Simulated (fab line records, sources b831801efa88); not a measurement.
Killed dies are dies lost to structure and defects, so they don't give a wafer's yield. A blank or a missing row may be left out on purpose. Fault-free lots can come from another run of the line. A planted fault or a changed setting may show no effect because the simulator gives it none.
fab line records | flow sky130
[record] lots = 4 | wafers = 12 | lastDay = 48
route steps=708 shown LOCAL_INTERCONNECT@400 CONTACT@406 METAL1@434 PAD_OPEN@708
lots that met no fault: from a run of the same line without faults
startH: the number of hours between the record's first day and the start of the first shown wafer of the lot | waitH: hours from the lot's prior step to this one | " same as the row above | L1.1+2: one row covering several wafers at once | - no value, or no start given | * or withheld: withheld | < > ~ a bound
route shown NAME@n: NAME is a module with steps in the file, n the number in the route of the first one | usual: mean/standard deviation of fault-free wafers | same: alike in all rows | chamber/n: place in a boat | sites: the reading at each site | _std_site: the standard deviation of these | _edge_site: the outer-site mean with the inner-site mean subtracted | radiusMm: for every site, how far away it sits from the centre of the wafer | mask NAME#n: copy n | behind: the last tool/chamber to shape the wafer | hold: why the lot went on hold/how many hours it stayed there/how the hold came to an end | device: names the non-switching transistor (n, p or np) | end of line: the route-end tests of the same wafers | a step given without rows: its recipe and nothing more | killed: count of dies lost to structure and defects at first sort (not the wafer's yield) | map: a wafer's dies, x killed, . not, _ none there
set.NAME: the setting as run; set.NAME@STEP: as run at that earlier step | model.NAME: the simulator's own value behind a step, which no gauge read
certain route steps with their lots: each step a table, each wafer a row
services: a tool's chamber out of use, with start hour (startH, from the record's first day; less than 0 if before it), hours out, and reason
[[steps]]
[step SKY_LOCAL_INTERCONNECT_ETCH_13]
[recipe] chemistry = N2/H2 | target = BARC | ionEnergyEv = 200 | biasW = 100 | pressureMtorr = 30 | n2FlowSccm = 100 | h2FlowSccm = 200 | icpW = 500 | stopOn = SiO2 | timeS = 45.9 | targetDepthA = 600
[step SKY_LOCAL_INTERCONNECT_METAL_ETCH_14]
[recipe] targetDepthNm = 110 | stopOn = PSG | chemistry = Cl2/BCl3 | target = TiN | resistSidewallDeg = 88 | pressureMtorr = 10 | icpW = 900 | biasW = 48.5 | Cl2_flow_sccm = 60 | bcl3FlowSccm = 30 | timeS = 31.4
[step SKY_LOCAL_INTERCONNECT_STRIP_15]
[recipe] chemistry = O2/N2 | powerW = 1400 | pressureMtorr = 1500 | platenTempC = withheld | o2FlowSccm = 3000 | n2FlowSccm = 300 | overashFraction = 0.5
[step SKY_LOCAL_INTERCONNECT_STRIP_16]
[recipe] chemistry = postEtchResidueRemover | timeS = 1200 | tempC = 72.5
[step SKY_LOCAL_INTERCONNECT_CLEAN_17]
[recipe] chemistry = IPA | timeS = 180 | tempC = 25
[step SKY_LOCAL_INTERCONNECT_CLEAN_18]
[recipe] chemistry = O3/DIW | dry = n2Spin
[step SKY_CONTACT_CVD_00]
[recipe] material = Si3N4 | targetThkNm = 75 | tempC = 400 | timeS = withheld | rfW = 450
[step SKY_CONTACT_HDPCVD_02]
[recipe] material = SiO2 | targetThkNm = 565 | sigmaOpenFrac = 0.3 | timeS = 94.2 | tempC = 600 | sih4FlowSccm = 60 | pressureMtorr = 6
[step SKY_CONTACT_CMP_04]
[recipe] material = SiO2 | downForcePsi = 4 | platenRpm = 60 | padVelocityMS = 0.94248
[usual] motorCurrentA = 11.4/1 | timeToEndpointS = 81/3.5
lot.wafer | tool   | chamber | startH | waitH | motorCurrentA | timeToEndpointS | model.SiO2_of_CONTACT_HDPCVD_02.thkNm
L322.3    | cmp-01 | 3       | 729.24 | 0.0   | 11.3          | 85              | 341.5
L322.1    | "      | 0       | "      | "     | 11.1          | 86              | 341.1
L322.6    | "      | 3       | "      | "     | 10.7          | 106             | 416.9
L324.2    | cmp-02 | 3       | 742.91 | 0.0   | 13.8          | 84              | 340.7
L324.6    | "      | 3       | "      | "     | 14.1          | 82              | 341.4
L324.5    | "      | 0       | "      | "     | 13.2          | 86              | 340.7
L326.3    | cmp-01 | 0       | 765.29 | 0.0   | 11.5          | 76              | 338.5
L326.4    | "      | 3       | "      | "     | 10.2          | 101             | 413.2
L326.6    | "      | 0       | "      | "     | 10.8          | 106             | 415.8
L336.1    | cmp-01 | 3       | 830.92 | 0.3   | 10.9          | 79              | 340.1
L336.2    | "      | 1       | "      | "     | 9.7           | 77              | 339.8
L336.5    | "      | 3       | "      | "     | 10.4          | 77              | 339.9
[step SKY_CONTACT_DEHYDRATE_06]
[recipe] tempC = 200 | timeS = 60
[step SKY_CONTACT_HMDS_07]
[recipe] primeTimeS = 60 | primeTempC = 120
[step SKY_CONTACT_COAT_08]
[recipe] resist = BARC | tempC = withheld | timeS = withheld | spinRpm = 3000 | resistThkNm = 60
[step SKY_CONTACT_COAT_09]
[recipe] resist = KrF-thick | spinRpm = 3000 | resistThkNm = 444.3
[step SKY_CONTACT_SOFTBAKE_10]
[recipe] tempC = 100 | timeS = 90 | resist = KrF-thick
[step SKY_CONTACT_EXPOSE_11]
[recipe] maskId = CTM1 | na = 0.8 | sourceShape = annular | sigmaInner = 0.55 | sigmaOuter = 0.85 | targetCdNm = 170 | doseMj = 38
[step SKY_CONTACT_PEB_12]
[recipe] pebTempC = withheld | pebTimeS = withheld | resist = KrF-thick
[step SKY_CONTACT_DEVELOP_13]
[recipe] developTimeS = 60 | resist = KrF-thick | devTempC = 21
[step SKY_CONTACT_ETCH_16]
[recipe] chemistry = N2/H2 | target = BARC | ionEnergyEv = 200 | sourceW = 500 | biasW = 100 | pressureMtorr = 30 | n2FlowSccm = 100 | h2FlowSccm = 200 | stopOn = SiO2 | timeS = 45.9 | targetDepthA = 600
[step SKY_CONTACT_ETCH_17]
[recipe] target = SiO2 | chemistry = C4F8/O2/Ar | stopOn = Si3N4 | maskMaterial = KrF-thick | sourceW = 1500 | biasW = 1200 | pressureMtorr = 40 | c4f8FlowSccm = withheld | O2_flow_sccm = 6 | Ar_flow_sccm = 300 | timeS = withheld | targetDepthA = 3400
[usual] oesProductAu = 0.891/0.0045
lot.wafer | tool       | chamber | startH | waitH | oesProductAu | model.etch.depthNm | model.CONTACT.featureDepthNm
L322.1    | rieDiel-04 | 2       | 757.14 | 0.0   | 0.891        | 341.1              | 341.1
L322.3    | "          | 1       | "      | "     | 0.899        | 341.5              | 341.5
L322.6    | "          | 2       | "      | "     | 0.997        | 415                | 415
L324.2    | rieDiel-01 | 1       | 769.89 | 0.0   | 0.892        | 340.7              | 340.7
L324.5    | "          | 2       | "      | "     | 0.891        | 340.7              | 340.7
L324.6    | "          | 3       | "      | "     | 0.887        | 341.4              | 341.4
L326.3    | rieDiel-04 | 3       | 791.99 | 0.0   | 0.894        | 338.5              | 338.5
L326.4    | "          | 3       | "      | "     | 0.993        | 411.4              | 411.4
L326.6    | "          | 2       | "      | "     | 0.999        | 412.3              | 412.3
L336.1    | rieDiel-01 | 1       | 856.79 | 0.0   | 0.894        | 340.1              | 340.1
L336.2    | "          | 0       | "      | "     | 0.890        | 339.8              | 339.8
L336.5    | "          | 2       | "      | "     | 0.891        | 339.9              | 339.9
[step SKY_CONTACT_ETCH_18]
[recipe] target = Si3N4 | chemistry = CHF3/O2 | stopOn = TiN | sourceW = 600 | biasW = 200 | pressureMtorr = 40 | chf3FlowSccm = 50 | O2_flow_sccm = 5 | timeS = 39 | targetDepthA = 750
[step SKY_CONTACT_STRIP_19]
[recipe] chemistry = O2/N2 | powerW = 1400 | pressureMtorr = 1500 | platenTempC = withheld | o2FlowSccm = 3000 | n2FlowSccm = 300 | overashFraction = 0.5
[step SKY_CONTACT_STRIP_20]
[recipe] chemistry = postEtchResidueRemover | timeS = 1200 | tempC = 72.5
[step SKY_CONTACT_CLEAN_21]
[recipe] chemistry = IPA | timeS = 180 | tempC = 25
[step SKY_CONTACT_CLEAN_22]
[recipe] chemistry = O3/DIW | dry = n2Spin
[step SKY_CONTACT_SPUTTER_23]
[recipe] material = TiN | targetThkNm = 20 | chamberPressurePa = 5 | powerW = 4000 | timeS = 80
[step SKY_CONTACT_CVD_24]
[recipe] material = W | targetThkNm = 340 | timeS = 102.12 | tempC = 400 | pressureTorr = 40
[step SKY_CONTACT_CMP_27]
[recipe] stopOn = SiO2 | tOverpolishS = 15 | downForcePsi = 3.5 | platenRpm = 60 | targetThkNm = 0 | padVelocityMS = 0.94248
[step SKY_METAL1_SPUTTER_00]
[recipe] material = Ti | targetThkNm = 15 | powerW = 3000 | timeS = 10 | chamberPressurePa = 0.4
[step SKY_METAL1_SPUTTER_01]
[recipe] material = TiN | targetThkNm = 20 | powerW = 6500 | timeS = 16.7 | chamberPressurePa = 0.4
[step SKY_METAL1_SPUTTER_02]
[recipe] material = AlCu | targetThkNm = 250 | powerW = 10600 | timeS = 13.3 | chamberPressurePa = 0.4
[step SKY_METAL1_SPUTTER_03]
[recipe] material = Ti | targetThkNm = 5 | powerW = 3000 | timeS = 3.175 | chamberPressurePa = 0.4
[step SKY_METAL1_SPUTTER_04]
[recipe] material = TiN | targetThkNm = 70 | powerW = 6500 | timeS = 58.3 | chamberPressurePa = 0.4
[step SKY_METAL1_METAL_ETCH_19]
[recipe] targetDepthA = 3600 | stopOn = SiO2 | overEtchFrac = 0.3 | timeS = 78 | chemistry = Cl2/BCl3 | resistSidewallDeg = 88 | pressureMtorr = 10 | icpW = 900 | biasW = 48.5 | Cl2_flow_sccm = 60 | bcl3FlowSccm = 30
[usual] drypumpMotorCurrentA = 5.7/0.62 | oesProductAu = 0.853/0.0062 | throttleValvePct = 22.262/0.0091
lot.wafer | tool        | chamber | startH | waitH | drypumpMotorCurrentA | oesProductAu | rfHoursCounterH | throttleValvePct | model.SiO2_of_CONTACT_HDPCVD_02.thkNm
L322.1    | rieMetal-03 | 0       | 785.80 | 0.0   | 6.4                  | 0.855        | 16              | 22.269           | 327.1
L322.3    | "           | 0       | "      | "     | 6.4                  | 0.861        | -               | 22.274           | 327.5
L322.6    | "           | 1       | "      | "     | 4.7                  | 0.861        | -               | 22.264           | 402.8
L324.2    | rieMetal-04 | 0       | 796.78 | 0.0   | 5.8                  | 0.857        | 13              | 22.245           | 326.5
L324.5    | "           | 1       | "      | "     | 5.1                  | 0.856        | -               | 22.270           | 326.5
L324.6    | "           | 0       | "      | "     | 5.8                  | 0.852        | -               | 22.272           | 327.2
L326.3    | rieMetal-02 | 0       | 818.78 | 0.1   | 6.4                  | 0.843        | -               | 22.275           | 324.5
L326.4    | "           | 1       | "      | "     | 5.4                  | 0.843        | -               | 22.251           | 399.2
L326.6    | "           | 1       | "      | "     | 5.4                  | 0.839        | -               | 22.266           | 401.8
L336.1    | rieMetal-03 | 0       | 884.99 | 0.0   | 6.4                  | 0.847        | 3               | 22.263           | 325.8
L336.2    | "           | 1       | "      | "     | 4.7                  | 0.853        | 7               | 22.257           | 325.6
L336.5    | "           | 1       | "      | "     | 4.7                  | 0.852        | -               | 22.258           | 325.7
[step SKY_PAD_OPEN_PROBE_99]
[usual] killed_at_M0_to_M3 = 43/7.3 | killed_at_M4_up = 3.1/1.7 | killedAtContacts = 24/4.7 | killedAtFrontEnd = 15/4.6 | killedAtOther = 0.3/0.55 | killedDies = 86/9.7 | killedOpen = 47/6.7 | killedShort = 39/6.5
[same] grossDies = 492 | killedAtBackSide = 0
lot.wafer | tool      | chamber | startH  | waitH | killed_at_M0_to_M3 | killed_at_M4_up | killedAtContacts | killedAtFrontEnd | killedAtOther | killedDies | killedOpen | killedShort | model.etest.mconChain.rcOhm
L322.1    | prober-01 | -       | 1089.10 | 0.1   | 60                 | 3               | 31               | 13               | 0             | 107        | 62         | 45          | 16.96
L322.3    | prober-01 | -       | 1089.20 | 0.2   | 53                 | 1               | 22               | 23               | 0             | 99         | 54         | 45          | 17.16
L322.6    | prober-01 | -       | 1089.35 | 0.2   | 55                 | 4               | 53               | 13               | 1             | 126        | 58         | 40          | 25.18
L324.2    | prober-02 | -       | 1100.80 | 0.1   | 53                 | 2               | 28               | 20               | 0             | 103        | 59         | 44          | 16.48
L324.5    | prober-02 | -       | 1100.95 | 0.2   | 53                 | 8               | 25               | 24               | 1             | 111        | 60         | 51          | 16.44
L324.6    | prober-02 | -       | 1101.00 | 0.2   | 38                 | 2               | 22               | 13               | 0             | 75         | 43         | 32          | 16.56
L326.3    | prober-02 | -       | 1112.12 | 0.2   | 29                 | 8               | 24               | 18               | 0             | 79         | 38         | 41          | 16.87
L326.4    | prober-02 | -       | 1112.17 | 0.2   | 39                 | 4               | 129              | 11               | 0             | 183        | 37         | 34          | 23.09
L326.6    | prober-02 | -       | 1112.27 | 0.2   | 49                 | 4               | 72               | 14               | 1             | 140        | 41         | 43          | 24.05
L336.1    | prober-02 | -       | 1163.66 | 0.1   | 27                 | 1               | 24               | 20               | 0             | 72         | 46         | 26          | 17.09
L336.2    | prober-02 | -       | 1163.71 | 0.1   | 41                 | 2               | 22               | 10               | 0             | 75         | 48         | 27          | 17.29
L336.5    | prober-02 | -       | 1163.86 | 0.2   | 34                 | 2               | 28               | 13               | 0             | 77         | 48         | 29          | 17.39
// killed by level:class
L322.1 VIA1:geometricParticle:open=21 VIA2:geometricParticle:open=12 CONTACT:geometricParticle:open=9 LI_CONTACT:geometricParticle:short=8 CONTACT:geometricParticle:short=7 VIA1:geometricParticle:short=7 METAL2:geometricParticle:short=6 METAL1:geometricParticle:short=5
L322.3 FIELD_ISO:geometricParticle:open=10 VIA1:geometricParticle:open=10 VIA2:geometricParticle:open=8 CONTACT:geometricParticle:open=8 METAL1:geometricParticle:short=7 FIELD_ISO:geometricParticle:short=6 METAL2:geometricParticle:short=6 VIA2:geometricParticle:short=6
L322.6 CONTACT:areaCmp=28 VIA1:geometricParticle:open=16 CONTACT:geometricParticle:open=12 METAL2:geometricParticle:short=8 FIELD_ISO:geometricParticle:open=6 METAL1:geometricParticle:short=6 LI_CONTACT:geometricParticle:short=5 LI_CONTACT:geometricParticle:open=5
L324.2 LI_CONTACT:geometricParticle:open=11 FIELD_ISO:geometricParticle:open=10 METAL1:geometricParticle:short=10 VIA1:geometricParticle:open=10 VIA2:geometricParticle:open=9 CONTACT:geometricParticle:open=6 CONTACT:geometricParticle:short=5 VIA1:geometricParticle:short=5
L324.5 VIA1:geometricParticle:open=16 CONTACT:geometricParticle:open=9 VIA3:geometricParticle:open=9 FIELD_ISO:geometricParticle:short=7 LI_CONTACT:geometricParticle:open=7 VIA2:geometricParticle:open=7 METAL1:geometricParticle:short=7 METAL4:geometricParticle:short=7
L324.6 VIA1:geometricParticle:open=12 VIA2:geometricParticle:open=8 CONTACT:geometricParticle:open=7 POLY_GATE:geometricParticle:short=6 LI_CONTACT:geometricParticle:open=6 VIA1:geometricParticle:short=5 VIA3:geometricParticle:open=4 LI_CONTACT:geometricParticle:short=3
L326.3 LI_CONTACT:geometricParticle:open=9 METAL4:geometricParticle:short=8 CONTACT:geometricParticle:short=6 CONTACT:geometricParticle:open=6 FIELD_ISO:geometricParticle:open=4 POLY_GATE:geometricParticle:open=4 POLY_GATE:geometricParticle:short=4 VIA1:geometricParticle:open=4
L326.4 CONTACT:areaCmp=112 VIA1:geometricParticle:open=10 METAL1:geometricParticle:short=6 VIA3:geometricParticle:open=5 CONTACT:geometricParticle:open=5 POLY_GATE:geometricParticle:open=4 METAL3:geometricParticle:short=4 FIELD_ISO:geometricParticle:short=3
L326.6 CONTACT:areaCmp=56 METAL1:geometricParticle:short=9 VIA3:geometricParticle:open=8 VIA2:geometricParticle:open=7 FIELD_ISO:geometricParticle:open=6 CONTACT:geometricParticle:open=6 VIA1:geometricParticle:open=6 METAL3:geometricParticle:short=5
L336.1 VIA1:geometricParticle:open=10 CONTACT:geometricParticle:open=9 POLY_GATE:geometricParticle:open=6 LOCAL_INTERCONNECT:geometricParticle:short=5 CONTACT:geometricParticle:short=5 VIA1:geometricParticle:short=5 FIELD_ISO:geometricParticle:open=4 LI_CONTACT:geometricParticle:open=3
L336.2 VIA1:geometricParticle:open=12 LI_CONTACT:geometricParticle:open=7 CONTACT:geometricParticle:open=6 VIA2:geometricParticle:open=6 VIA1:geometricParticle:short=5 VIA3:geometricParticle:open=5 CONTACT:geometricParticle:short=4 FIELD_ISO:geometricParticle:open=3
L336.5 LI_CONTACT:geometricParticle:open=12 VIA3:geometricParticle:open=8 CONTACT:geometricParticle:open=7 VIA1:geometricParticle:open=7 FIELD_ISO:geometricParticle:short=4 CONTACT:geometricParticle:short=4 FIELD_ISO:geometricParticle:open=3 METAL1:geometricParticle:short=3
// map L322.6 (x killed, . not)
__________.....xx..._________
________xx...x....x..._______
______.....xxx....x..x.._____
_____..x............xxx..____
____..........x..x...x...x___
___.xx.....xxx.............__
__........x.xx.............x_
_x.....xxxx....xx............
_x.x...x.xx.x..x.xxx.xx..x...
_.x........x.x..............x
_..xx.....xx.xxxx.x..........
_.x...x..xxxx.....xx...x.....
_.x.xxxx....x.xx.x.x.x..xxx.x
_.x..x..xxx.x..xx....x.......
_........xxx....x.....x...x.x
__..x.x.xxx...xx.x..x...x..._
___...................x....__
____...x...x....x......x..___
_____.x.......x.x..x.....____
______........x.....x..._____
________.............._______
__________x.xxx....._________
// map L326.4 (x killed, . not)
__________x..x......_________
________xx.........xx._______
______.................._____
_____.xx................x____
____.........x............___
___...........x......x.x...__
__........xxxxx.x.x.x.x....._
_.........xxxxxxxxxx.......x.
_........xxxxxxxxxxxx........
_x....x..xxxxxxxx.xxx....x...
_......xxxxxxxxxxx.x..x.x....
_...x...xxxxxx.xx...xx.x..x..
_.x.x..xxxxxxxxxx.xxxxx...xxx
_..x....xxxxxxxx.xx..xx.x....
_.......x.xxxxxxxxxxxxx.xx..x
__.x...xxxxxxx.xxxxxxx....x._
___...x......xxx..xx..x....__
____....x...x.x..x.x..x...___
_____x......xxxxx...x.xxx____
______.x...x............_____
________..xxx........._______
__________.....x...x_________
[[services]]
tool        | chamber | startH | hours | kind
cmp-01      | -       | 719.52 | 5.9   | pm
rieDiel-04  | 0       | 732.69 | 9.7   | repair
rieDiel-04  | -       | 737.18 | 0.6   | repair
rieDiel-01  | -       | 742.65 | 2.8   | pm
cmp-01      | -       | 747.79 | 4.0   | pm
rieDiel-01  | 3       | 750.11 | 1.7   | repair
rieDiel-01  | 2       | 750.57 | 6.7   | repair
rieDiel-01  | 0       | 751.10 | 2.6   | repair
cmp-01      | -       | 751.79 | -     | consumableReplace:conditioner
cmp-01      | -       | 751.79 | -     | consumableReplace:pad
rieDiel-04  | -       | 761.04 | 0.3   | repair
cmp-01      | -       | 772.04 | 1.5   | repair
rieMetal-03 | 1       | 786.18 | 8.1   | repair
rieDiel-04  | 1       | 788.64 | 5.3   | repair
cmp-02      | -       | 821.57 | 5.7   | pm
cmp-02      | -       | 827.78 | 5.6   | repair
cmp-02      | -       | 833.09 | 1.8   | repair
rieDiel-01  | -       | 843.05 | 1.0   | repair
rieMetal-03 | 1       | 846.14 | 26.1  | repair
rieMetal-03 | -       | 846.47 | 2.8   | pm
cmp-02      | -       | 856.40 | 9.6   | pm
rieMetal-04 | 1       | 856.74 | 4.2   | repair
rieMetal-03 | 0       | 872.64 | 5.9   | repair
rieDiel-04  | 1       | 873.22 | 5.3   | repair
[[key]]
[firstSign] step = SKY_CONTACT_CMP_04 | reading = timeToEndpointS | direction = up | sigmas = 6.9 | usual = * | struck = *
[effect] step = SKY_CONTACT_ETCH_17 | reading = oesProductAu | direction = up | sigmas = 23 | usual = 0.891 | struck = 0.996
[effect] step = SKY_PAD_OPEN_PROBE_99 | reading = killedAtContacts | direction = up | sigmas = 13 | usual = 24 | struck = 85
[modelEffect] step = SKY_CONTACT_CMP_04 | value = SiO2_of_CONTACT_HDPCVD_02.thkNm | without = 339.4 | struck = 415.3
[modelEffect] step = SKY_CONTACT_ETCH_17 | value = etch.depthNm | without = 339.4 | struck = 412.9
[modelEffect] step = SKY_METAL1_METAL_ETCH_19 | value = SiO2_of_CONTACT_HDPCVD_02.thkNm | without = 325.4 | struck = 401.3
[modelEffect] step = SKY_PAD_OPEN_PROBE_99 | value = etest.mconChain.rcOhm | without = 17.04 | struck = 24.11
[moreKillsBornAt] SKY_CONTACT_CMP_04@cmp-01 = 196
metAt SKY_CONTACT_CMP_04
struckWafers L322.6,L326.4,L326.6
testerLeftOut L322,L326
[fault] kind = processParameterDrift | tool = cmp-01 | chamber = - | onsetH = 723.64 | steps = SKY_CONTACT_CMP_04 | channel = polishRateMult | offset = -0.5 | shape = step | endH = 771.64 | scope = struckWafersOnly
// testerLeftOut: of these lots the tester's yield and bins aren't shown, on N5 and GAA mostly nor the transistor test; their killed dies are dies lost to structure and defects alone, not to doping, threshold or leakage, so they don't give the yield
